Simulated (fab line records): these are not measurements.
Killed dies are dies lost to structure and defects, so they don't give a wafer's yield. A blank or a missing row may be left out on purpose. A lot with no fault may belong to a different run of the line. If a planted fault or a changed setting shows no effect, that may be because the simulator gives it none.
fab line records | flow sky130
[record] lots = 14 wafers = 42 last_day = 50
route steps=708 shown GATE_OXIDE@188 SD_P@328 CONTACT@432 VIA2@528
lots with no fault: from the same line, run without faults
start_h: start of the lot's first displayed wafer, in hours after the record's first day | wait_h: hours since the lot's step before | " repeats the value in the row above | L1.1+2: a row that stands for several wafers | - no value, or no start given | * or withheld: withheld | < > ~ a bound
route shown NAME@n: a module of which the file shows steps, and the number in the route of the first | usual: the fault-free wafers' mean and standard deviation | same: alike in all rows | chamber/n: place in a boat | sites: per-site readings | _std_site: the values' standard deviation | _edge_site: the outer-site mean with the inner-site mean subtracted | radius_mm: how far each site lies from the wafer's centre | mask NAME#n: copy n | behind: tool/chamber where the wafer was last shaped | hold: why the lot was held/for how many hours/how that ended | device: which transistor (n, p or np) failed to switch | end of line: the same wafers' tests at the end of the route | a step without rows: its recipe alone | killed: count of dies lost to structure and defects at first sort (not the wafer's yield) | map: per-die view of a wafer (x killed, . not killed, _ where there is no die)
set.NAME: the run value of the setting; set.NAME@STEP: its run value at that earlier step | model.NAME: the simulator's own value behind a step, which no gauge read
the route's steps for a sample of lots (tables are steps, rows are wafers)
services: a tool's chamber out of use, with start hour (start_h, from the record's first day; less than 0 if before it), hours out, and reason
[[steps]]
[step SKY_GATE_OXIDE_OXIDATION_01]
[recipe] temp_c = 900 ambient = O2 stabilise_s = 600 purge_s = 300 target_thk_a = 102.68 ox_time_s = 1473
[usual] ox_temp_c = 900.0/0.41 ox_temp_c_max = 906.2/1.3 purge_s = 300/0 zone_power_bottom_pct = 29.2/2.5
// columns lot.wafer tool chamber start_h wait_h ox_temp_c ox_temp_c_max purge_s zone_power_bottom_pct
L936.2 furnace-01 0 278.32 0.4 900.1 905.5 300 26.3
L936.3 " 0 " " 901.0 907.8 300 26.5
L936.4 " 0 " " 900.6 905.9 300 26.0
L937.1 furnace-02 0 287.38 1.0 900.9 908.4 300 31.6
L937.5 " 0 " " 899.6 908.1 300 32.0
L937.6 " 0 " " 900.0 906.5 300 31.4
L939.1 furnace-02 0 311.01 0.4 899.8 907.3 300 31.0
L939.4 " 0 " " 899.9 905.9 300 31.8
L939.5 " 0 " " 899.5 905.5 300 31.9
L940.1 furnace-02 0 318.75 1.5 900.2 907.6 300 31.4
L940.4 " 0 " " 900.3 907.7 300 31.9
L940.6 " 0 " " 899.5 905.0 300 31.8
L941.1 furnace-02 0 324.19 1.8 900.2 906.4 300 30.8
L941.3 " 0 " " 899.9 905.4 300 32.0
L941.5 " 0 " " 899.9 907.4 300 31.7
L942.3 furnace-01 0 329.53 1.8 899.4 904.2 300 26.5
L942.5 " 0 " " 900.1 905.4 300 26.3
L942.6 " 0 " " 899.7 904.0 300 26.2
L944.2 furnace-02 - 353.45 2.6 - - - -
L944.5 " - " " - - - -
L944.6 " - " " - - - -
L945.3 furnace-01 - 359.06 0.8 - - - -
L945.4 " - " " - - - -
L945.6 " - " " - - - -
L946.3 furnace-01 0 368.72 0.7 900.5 905.2 300 26.3
L946.5 " 0 " " 900.5 905.1 300 26.4
L946.6 " 0 " " 899.7 904.5 300 26.3
L954.2 furnace-01 0 431.31 0.4 899.7 905.5 300 26.2
L954.3 " 0 " " 899.4 905.4 300 26.6
L954.4 " 0 " " 900.0 904.7 300 26.5
L955.1 furnace-02 0 438.60 0.0 900.2 907.7 300 31.7
L955.2 " 0 " " 899.9 907.7 300 31.1
L955.6 " 0 " " 899.6 905.0 300 32.1
L956.1 furnace-02 0 447.84 0.0 900.2 908.3 300 31.8
L956.5 " 0 " " 900.1 907.9 300 31.6
L956.6 " 0 " " 900.0 907.9 300 31.8
L958.3 furnace-02 0 454.64 0.0 899.9 906.8 300 31.8
L958.4 " 0 " " 900.5 906.9 300 31.4
L958.6 " 0 " " 900.4 908.0 300 31.5
L959.2 furnace-02 0 471.18 0.2 899.6 904.5 300 31.3
L959.4 " 0 " " 900.2 909.9 300 31.8
L959.5 " 0 " " 899.3 906.2 300 31.4
[step SKY_SD_P_OVL_MEAS_08]
[usual] SD_P_OVL = -0.7/1.6
// columns lot.wafer tool chamber start_h wait_h SD_P_OVL[nm]
L936.2 overlay-02 - 582.91 0.1 -0.3
L936.3 " - " " -1.7
L936.4 " - " " -1.1
L937.1 overlay-01 - 604.85 0.1 -0.4
L937.5 " - " " -0.5
L937.6 " - " " -1.0
L939.1 overlay-02 - 622.23 0.1 -0.3
L939.4 " - " " -1.8
L939.5 " - " " -1.6
L940.1 overlay-02 - 628.50 0.1 -2.3
L940.4 " - " " -2.4
L940.6 " - " " -3.5
L941.1 overlay-02 - 635.70 0.1 0.3
L941.3 " - " " 0.1
L941.5 " - " " 1.9
L942.3 overlay-01 - 643.59 0.1 -0.5
L942.5 " - " " -0.5
L942.6 " - " " -1.9
L946.3 overlay-02 - 684.01 0.1 -2.3
L946.5 " - " " -2.0
L946.6 " - " " -0.5
L954.2 overlay-02 - 739.20 0.1 0.1
L954.3 " - " " 2.7
L954.4 " - " " 1.6
L955.1 overlay-01 - 751.18 0.1 -2.6
L955.2 " - " " -2.4
L955.6 " - " " -1.3
L956.1 overlay-02 - 755.20 0.1 -2.3
L956.5 " - " " -1.4
L956.6 " - " " -0.8
L958.3 overlay-01 - 758.69 0.1 0.7
L958.4 " - " " 1.3
L958.6 " - " " 2.1
L959.2 overlay-02 - 775.54 0.1 -0.6
L959.4 " - " " 0.1
L959.5 " - " " -1.5
[step SKY_CONTACT_THK_MEAS_26]
[recipe] thk_meas_gauge = xrf reads = W_of_CONTACT_CVD_24
[usual] CONTACT_W_THK = 342/6.7
// columns lot.wafer tool chamber start_h wait_h CONTACT_W_THK[nm]
L936.2 film_metro-02 - 731.29 0.1 347
L936.3 " - " " 346
L936.4 " - " " 337
L937.1 film_metro-04 - 752.35 0.1 338
L937.5 " - " " 335
L937.6 " - " " 337
L939.1 film_metro-03 - 768.93 0.1 335
L939.4 " - " " 335
L939.5 " - " " 335
L940.1 film_metro-02 - 772.59 0.1 357
L940.4 " - " " 351
L940.6 " - " " 356
L941.1 film_metro-02 - 781.71 0.1 345
L941.3 " - " " 339
L941.5 " - " " 346
L942.3 film_metro-04 - 787.31 0.1 346
L942.5 " - " " 349
L942.6 " - " " 330
L946.3 film_metro-04 - 825.91 0.1 337
L946.5 " - " " 341
L946.6 " - " " 347
L954.2 film_metro-02 - 876.60 0.1 350
L954.3 " - " " 353
L954.4 " - " " 352
L955.1 film_metro-04 - 888.14 0.1 338
L955.2 " - " " 340
L955.6 " - " " 336
L956.1 film_metro-04 - 889.93 0.1 348
L956.5 " - " " 342
L956.6 " - " " 333
L958.3 film_metro-02 - 893.67 0.1 346
L958.4 " - " " 343
L958.6 " - " " 349
L959.2 film_metro-02 - 911.04 0.1 338
L959.4 " - " " 339
L959.5 " - " " 348
[step SKY_VIA2_CVD_21]
[recipe] material = W target_thk_nm = 420 time_s = 126.4 temp_c = 400 pressure_torr = 40
[usual] heater_power_w = 803/37
// columns lot.wafer tool chamber start_h wait_h heater_power_w since_wet_clean_h
L936.2 cvd_w-02 1 844.33 0.0 790 440
L936.3 " 0 " " 755 -
L936.4 " 1 " " 781 -
L937.1 cvd_w-01 1 863.29 0.0 891 959
L937.5 " 1 " " 904 -
L937.6 " 0 " " 826 -
L939.1 cvd_w-02 1 878.49 0.0 772 475
L939.4 " 1 " " 788 -
L939.5 " 0 " " 755 -
L940.1 cvd_w-01 0 882.97 0.0 813 979
L940.4 " 1 " " 907 -
L940.6 " 1 " " 905 -
L941.1 cvd_w-01 0 890.88 0.0 808 987
L941.3 " 1 " " 892 -
L941.5 " 0 " " 819 -
L942.3 cvd_w-01 0 895.63 0.1 791 -
L942.5 " 0 " " 814 -
L942.6 " 1 " " 879 -
L946.3 cvd_w-01 0 933.15 0.1 796 -
L946.5 " 1 " " 804 -
L946.6 " 0 " " 808 -
L954.2 cvd_w-02 0 979.91 0.0 770 576
L954.3 " 0 " " 750 -
L954.4 " 1 " " 772 -
L955.1 cvd_w-02 1 991.27 0.0 793 587
L955.2 " 0 " " 759 587
L955.6 " 1 " " 800 -
L956.1 cvd_w-02 1 993.49 0.0 779 590
L956.5 " 1 " " 796 -
L956.6 " 0 " " 762 -
L958.3 cvd_w-01 1 996.53 0.1 790 -
L958.4 " 0 " " 791 -
L958.6 " 1 " " 808 -
L959.2 cvd_w-02 1 1012.95 0.0 796 609
L959.4 " 0 " " 781 -
L959.5 " 1 " " 783 -
[[services]]
// columns tool chamber start_h hours kind
cvd_w-01 0 296.50 8.4 repair
cvd_w-02 - 312.38 0.7 repair
furnace-02 - 320.16 2.9 pm
furnace-02 - 349.92 3.5 pm
cvd_w-01 0 351.80 1.5 repair
cvd_w-02 - 390.00 14.0 pm
cvd_w-02 - 393.07 0.4 repair
cvd_w-01 - 429.94 6.9 pm
cvd_w-01 - 507.55 0.9 repair
furnace-02 - 517.92 3.7 pm
cvd_w-02 0 519.35 10.4 repair
cvd_w-01 - 551.55 0.5 repair
cvd_w-02 - 569.86 6.0 pm
furnace-02 - 596.79 1.6 repair
furnace-02 - 601.85 2.8 pm
cvd_w-02 - 654.40 28.1 pm
furnace-02 - 687.24 4.5 pm
furnace-02 - 711.46 2.0 pm
cvd_w-01 - 726.66 2.8 pm
cvd_w-01 - 757.41 1.9 repair
cvd_w-02 0 757.96 16.1 repair
furnace-02 - 797.05 17.2 repair
furnace-02 - 853.92 4.6 pm
furnace-02 - 884.50 3.7 pm
[[key]]
[first_sign] step = SKY_GATE_OXIDE_OXIDATION_01 reading = tool_record direction = missing
effect none on later readings
met_at SKY_GATE_OXIDE_OXIDATION_01
struck_lots L944,L945
later_rows_left_out L944.2,L944.5,L944.6,L945.3,L945.4,L945.6
sort_left_out L944.2,L944.5,L944.6,L945.3,L945.4,L945.6
tester_left_out L944,L945
not_acting_at SKY_SD_P_OVL_MEAS_08,SKY_CONTACT_THK_MEAS_26,SKY_VIA2_CVD_21
onset_between 329.53 353.45
[fault] kind = skipped_step_whole tool = furnace-01,furnace-02 chamber = - onset_h = 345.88 steps = SKY_GATE_OXIDE_OXIDATION_01 scope = struck_lots_only
// tester_left_out: of these lots the tester's yield and bins aren't shown, on N5 and GAA mostly nor the transistor test; their killed dies are dies lost to structure and defects alone, not to doping, threshold or leakage, so they don't give the yield
// sort_left_out: the simulated sort isn't trusted on such a fault, so these wafers' sort isn't shown, and their yield isn't known
// later_rows_left_out: the simulator's readings of these wafers behind a module that went badly wrong aren't trusted and aren't shown, but for the sort
